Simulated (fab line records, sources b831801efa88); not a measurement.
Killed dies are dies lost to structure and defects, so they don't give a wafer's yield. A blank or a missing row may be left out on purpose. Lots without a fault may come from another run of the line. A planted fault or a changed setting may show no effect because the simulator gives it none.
fab line records | flow sky130
record lots=15 wafers=45 last_day=50
route steps=708 shown VT_ADJUST_PCH@150 SONOS_TUNNEL@161 SONOS_ONO@169
lots that met no fault: from a run of the same line without faults
start_h: hours from the record's first day to the start of the lot's first wafer shown | wait_h: hours since the lot's step before | " the same as in the row above | L1.1+2: a row that stands for several wafers | - no value, or no start given | * or withheld: withheld | < > ~ a bound
route shown NAME@n: a module of which the file shows steps, and the number in the route of the first | usual: mean/standard deviation of fault-free wafers | same: alike in all rows | chamber/n: place in a boat | sites: the reading at each site | _std_site: their standard deviation | _edge_site: outer sites' mean less inner sites' | radius_mm: how far each site lies from the wafer's centre | mask NAME#n: copy n | behind: the tool/chamber that last shaped the wafer | hold: why the lot was held/for how many hours/how that ended | device: the transistor (n, p or np) that didn't switch | end of line: the same wafers' tests at the end of the route | a step without rows: its recipe alone | killed: dies lost to structure and defects at the first sort, not the wafer's yield | map: a wafer's dies, x killed, . not, _ none there
set.NAME: the setting as run; set.NAME@STEP: as run at that earlier step | model.NAME: the simulator's own value behind a step, which no gauge read
steps of the route over a sample of lots; a table a step, a row a wafer
services: from which hour (start_h, from the record's first day; less than 0 if before it) a tool's chamber was out of use, for how many hours, and why
## steps
# step SKY_VT_ADJUST_PCH_OVL_MEAS_07
# usual VT_ADJUST_PCH_OVL=0.1/1.2
# columns lot.wafer tool chamber start_h wait_h VT_ADJUST_PCH_OVL[nm]
L844.2 overlay-02 - 218.99 - -1.5
L844.4 " - " " -2.1
L844.6 " - " " -0.8
L845.3 overlay-01 - 246.30 - 2.4
L845.4 " - " " 0.7
L845.5 " - " " -0.8
L848.1 overlay-02 - 252.29 - -1.2
L848.5 " - " " -1.0
L848.6 " - " " -0.7
L847.1 overlay-01 - 254.44 - -2.5
L847.4 " - " " -1.2
L847.5 " - " " 0.6
L849.2 overlay-02 - 261.45 - 1.2
L849.3 " - " " 1.6
L849.4 " - " " 1.6
L856.1 overlay-02 - 312.69 - -1.2
L856.3 " - " " -0.6
L856.5 " - " " -1.6
L858.3 overlay-02 - 331.10 - 1.7
L858.5 " - " " 0.3
L858.6 " - " " 0.5
L859.1 overlay-01 - 364.49 - 2.1
L859.2 " - " " 0.9
L859.4 " - " " 1.4
L861.4 overlay-02 - 367.45 - 0.6
L861.5 " - " " 0.5
L861.6 " - " " -1.4
L863.1 overlay-01 - 372.24 - 0.3
L863.2 " - " " 0.1
L863.6 " - " " 0.7
L862.1 overlay-02 - 376.19 - 1.6
L862.3 " - " " 1.1
L862.6 " - " " 0.6
L864.3 overlay-02 - 377.76 - 0.3
L864.4 " - " " -0.9
L864.6 " - " " -0.3
L866.1 overlay-02 - 395.99 - 0.4
L866.4 " - " " -0.1
L866.6 " - " " 1.4
L865.1 overlay-01 - 396.19 - 1.2
L865.2 " - " " 1.5
L865.3 " - " " 1.2
L867.2 overlay-02 - 412.65 - -0.1
L867.5 " - " " 0.5
L867.6 " - " " 0.6
# step SKY_VT_ADJUST_PCH_IMPLANT_08
# recipe species=B energy_kev=10 dose_cm2=5e+11 tilt_deg=withheld
# usual beam_energy_keV=10.000/0.0031 beam_on_s=10.02/0.19 dose_ions_cm2=4.999e+11/6e+08 faraday_current_uA=2.82/0.054
# columns lot.wafer tool chamber start_h wait_h beam_energy_keV beam_on_s dose_ions_cm2 faraday_current_uA
L844.2 implanter-04 0 219.05 0.0 9.999 9.86 5.019e+11 2.86
L844.4 " 0 " " 9.999 9.98 5.002e+11 2.81
L844.6 " 0 " " 10.001 9.81 4.996e+11 2.89
L845.3 implanter-02 - 246.38 0.1 - - - -
L845.4 " - " " - - - -
L845.5 " - " " - - - -
L848.1 implanter-02 - 252.32 0.0 - - - -
L848.5 " - " " - - - -
L848.6 " - " " - - - -
L847.1 implanter-04 - 254.47 0.0 - - - -
L847.4 " - " " - - - -
L847.5 " - " " - - - -
L849.2 implanter-02 0 261.50 0.0 9.998 9.95 4.994e+11 2.83
L849.3 " 0 " " 9.996 9.85 4.998e+11 2.87
L849.4 " 0 " " 9.997 10.00 5.001e+11 2.82
L856.1 implanter-02 0 312.73 0.0 10.002 10.12 4.997e+11 2.78
L856.3 " 0 " " 9.998 10.32 4.993e+11 2.75
L856.5 " 0 " " 10.002 9.81 5.001e+11 2.87
L858.3 implanter-04 0 331.17 0.1 10.001 10.13 4.999e+11 2.79
L858.5 " 0 " " 9.994 10.23 4.992e+11 2.74
L858.6 " 0 " " 9.997 10.25 5.001e+11 2.75
L859.1 implanter-03 0 364.53 0.0 10.002 10.06 4.998e+11 2.81
L859.2 " 0 " " 10.002 10.13 4.993e+11 2.77
L859.4 " 0 " " 10.005 9.88 4.996e+11 2.87
L861.4 implanter-03 0 367.55 0.1 10.004 9.80 4.997e+11 2.89
L861.5 " 0 " " 10.004 10.01 4.994e+11 2.83
L861.6 " 0 " " 10.011 10.09 5e+11 2.78
L863.1 implanter-02 0 372.28 0.0 10.005 9.95 5.011e+11 2.83
L863.2 " 0 " " 10.000 10.30 5.008e+11 2.73
L863.6 " 0 " " 10.006 10.05 5.003e+11 2.80
L862.1 implanter-03 0 376.22 0.0 10.000 10.10 5.005e+11 2.80
L862.3 " 0 " " 10.003 9.95 5.007e+11 2.84
L862.6 " 0 " " 10.003 9.71 5.008e+11 2.90
L864.3 implanter-03 0 377.83 0.1 9.996 10.33 4.997e+11 2.73
L864.4 " 0 " " 10.003 9.96 4.994e+11 2.84
L864.6 " 0 " " 10.001 10.04 4.996e+11 2.81
L866.1 implanter-02 0 396.03 0.0 9.999 10.23 4.992e+11 2.77
L866.4 " 0 " " 9.996 10.30 5.005e+11 2.74
L866.6 " 0 " " 10.001 9.88 4.999e+11 2.86
L865.1 implanter-03 0 396.23 0.0 10.003 10.10 5.008e+11 2.78
L865.2 " 0 " " 10.000 10.32 4.993e+11 2.73
L865.3 " 0 " " 10.003 10.08 4.995e+11 2.81
L867.2 implanter-03 0 412.70 0.0 10.001 10.17 5.005e+11 2.77
L867.5 " 0 " " 9.994 9.83 5.002e+11 2.86
L867.6 " 0 " " 9.999 9.99 5.004e+11 2.83
# step SKY_VT_ADJUST_PCH_TW_MEAS_10
# usual VT_ADJUST_PCH_TW=143.1/1.5
# columns lot.wafer tool chamber start_h wait_h VT_ADJUST_PCH_TW
L844.2 film_metro-02 - 219.28 0.1 144.2
L844.4 " - " " 144.6
L844.6 " - " " 144.3
L845.3 film_metro-03 - 246.60 0.1 29.6
L845.4 " - " " 30.0
L845.5 " - " " 29.8
L848.1 film_metro-04 - 252.57 0.1 30.3
L848.5 " - " " 30.3
L848.6 " - " " 30.2
L847.1 film_metro-04 - 254.72 0.1 30.2
L847.4 " - " " 30.2
L847.5 " - " " 30.1
L849.2 film_metro-03 - 261.74 0.1 141.1
L849.3 " - " " 140.7
L849.4 " - " " 140.9
L856.1 film_metro-03 - 312.98 0.1 141.1
L856.3 " - " " 140.7
L856.5 " - " " 140.2
L858.3 film_metro-03 - 331.39 0.1 140.9
L858.5 " - " " 140.7
L858.6 " - " " 140.7
L859.1 film_metro-02 - 364.78 0.1 144.6
L859.2 " - " " 144.5
L859.4 " - " " 143.2
L861.4 film_metro-02 - 367.75 0.1 144.7
L861.5 " - " " 143.6
L861.6 " - " " 144.6
L863.1 film_metro-02 - 372.53 0.1 144.1
L863.2 " - " " 144.3
L863.6 " - " " 143.8
L862.1 film_metro-02 - 376.47 0.1 144.1
L862.3 " - " " 143.9
L862.6 " - " " 144.1
L864.3 film_metro-02 - 378.05 0.1 144.4
L864.4 " - " " 144.7
L864.6 " - " " 143.9
L866.1 film_metro-04 - 396.28 0.1 142.3
L866.4 " - " " 142.2
L866.6 " - " " 142.2
L865.1 film_metro-02 - 396.48 0.1 143.8
L865.2 " - " " 143.6
L865.3 " - " " 143.1
L867.2 film_metro-02 - 412.94 0.1 143.7
L867.5 " - " " 143.2
L867.6 " - " " 144.0
# step SKY_SONOS_TUNNEL_CD_MEAS_07
# recipe target_cd_nm=410
# usual cd_nm=409.5/2.2
# columns lot.wafer tool chamber start_h wait_h cd_nm
L844.2 cd_sem-01 - 240.06 0.1 409.4
L844.4 " - " " 410.7
L844.6 " - " " 412.2
L849.2 cd_sem-01 - 286.31 0.1 408.4
L849.3 " - " " 408.0
L849.4 " - " " 407.3
L856.1 cd_sem-02 - 339.74 0.1 408.4
L856.3 " - " " 406.6
L856.5 " - " " 407.1
L858.3 cd_sem-01 - 358.93 0.1 411.9
L858.5 " - " " 411.7
L858.6 " - " " 411.9
L859.1 cd_sem-01 - 393.24 0.1 408.8
L859.2 " - " " 407.8
L859.4 " - " " 408.5
L861.4 cd_sem-01 - 396.95 0.1 409.3
L861.5 " - " " 407.8
L861.6 " - " " 407.2
L863.1 cd_sem-02 - 401.39 0.1 406.3
L863.2 " - " " 405.8
L863.6 " - " " 409.8
L862.1 cd_sem-02 - 406.19 0.1 407.7
L862.3 " - " " 408.9
L862.6 " - " " 408.0
L864.3 cd_sem-01 - 407.43 0.1 407.2
L864.4 " - " " 408.8
L864.6 " - " " 408.8
L866.1 cd_sem-01 - 426.44 0.1 411.2
L866.4 " - " " 409.8
L866.6 " - " " 411.1
L865.1 cd_sem-02 - 426.74 0.1 409.6
L865.2 " - " " 412.9
L865.3 " - " " 411.5
L867.2 cd_sem-02 - 442.86 0.1 411.4
L867.5 " - " " 412.6
L867.6 " - " " 412.8
# step SKY_SONOS_ONO_THK_MEAS_01
# recipe reads=SiO2_of_SONOS_ONO_OXIDATION_00
# usual SONOS_ONO_OXIDATION_THK=2.59/0.064
# columns lot.wafer tool chamber start_h wait_h SONOS_ONO_OXIDATION_THK[nm]
L844.2 film_metro-03 - 245.31 0.0 2.59
L844.4 " - " " 2.58
L844.6 " - " " 2.67
L849.2 film_metro-04 - 288.29 0.0 2.61
L849.3 " - " " 2.65
L849.4 " - " " 2.64
L856.1 film_metro-01 - 344.73 0.0 2.47
L856.3 " - " " 2.56
L856.5 " - " " 2.55
L858.3 film_metro-01 - 361.68 0.0 2.53
L858.5 " - " " 2.57
L858.6 " - " " 2.54
L859.1 film_metro-01 - 396.22 0.0 2.68
L859.2 " - " " 2.73
L859.4 " - " " 2.74
L861.4 film_metro-03 - 399.11 0.0 2.55
L861.5 " - " " 2.59
L861.6 " - " " 2.65
L863.1 film_metro-03 - 404.27 0.0 2.67
L863.2 " - " " 2.67
L863.6 " - " " 2.65
L862.1 film_metro-03 - 408.89 0.0 2.63
L862.3 " - " " 2.57
L862.6 " - " " 2.60
L864.3 film_metro-01 - 409.92 0.0 2.54
L864.4 " - " " 2.58
L864.6 " - " " 2.59
L866.1 film_metro-04 - 428.43 0.0 2.69
L866.4 " - " " 2.66
L866.6 " - " " 2.60
L865.1 film_metro-01 - 429.00 0.0 2.59
L865.2 " - " " 2.64
L865.3 " - " " 2.66
L867.2 film_metro-04 - 446.50 0.0 2.68
L867.5 " - " " 2.72
L867.6 " - " " 2.69
## services
# columns tool chamber start_h hours kind
implanter-03 - 202.48 21.4 pm
implanter-04 - 205.75 7.8 pm
implanter-04 - 214.52 0.6 repair
implanter-04 - 215.14 2.4 repair
implanter-03 - 245.49 1.7 repair
implanter-04 - 268.62 2.6 repair
implanter-04 - 293.74 3.9 repair
implanter-04 - 337.71 1.4 repair
implanter-04 - 354.34 1.0 repair
implanter-04 - 366.44 7.4 pm
## key
first_sign step=SKY_VT_ADJUST_PCH_IMPLANT_08 reading=tool_record direction=missing
effect step=SKY_VT_ADJUST_PCH_TW_MEAS_10 reading=VT_ADJUST_PCH_TW direction=down sigmas=74 usual=143.1 struck=30.1
met_at SKY_VT_ADJUST_PCH_IMPLANT_08
struck_lots L845,L847,L848
later_rows_left_out L845.3,L845.4,L845.5,L847.1,L847.4,L847.5,L848.1,L848.5,L848.6
sort_left_out L845.3,L845.4,L845.5,L847.1,L847.4,L847.5,L848.1,L848.5,L848.6
tester_left_out L845,L847,L848
not_acting_at SKY_VT_ADJUST_PCH_OVL_MEAS_07,SKY_SONOS_TUNNEL_CD_MEAS_07,SKY_SONOS_ONO_THK_MEAS_01
onset_between 219.05 246.38
fault kind=skipped_step_whole tool=implanter-02,implanter-04 chamber=- onset_h=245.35 steps=SKY_VT_ADJUST_PCH_IMPLANT_08 scope=struck_lots_only
# tester_left_out: of these lots the tester's yield and bins aren't shown, on N5 and GAA mostly nor the transistor test; their killed dies are dies lost to structure and defects alone, not to doping, threshold or leakage, so they don't give the yield
# sort_left_out: the simulated sort isn't trusted on such a fault, so these wafers' sort isn't shown, and their yield isn't known
# later_rows_left_out: the simulator's readings of these wafers behind a module that went badly wrong aren't trusted and aren't shown, but for the sort
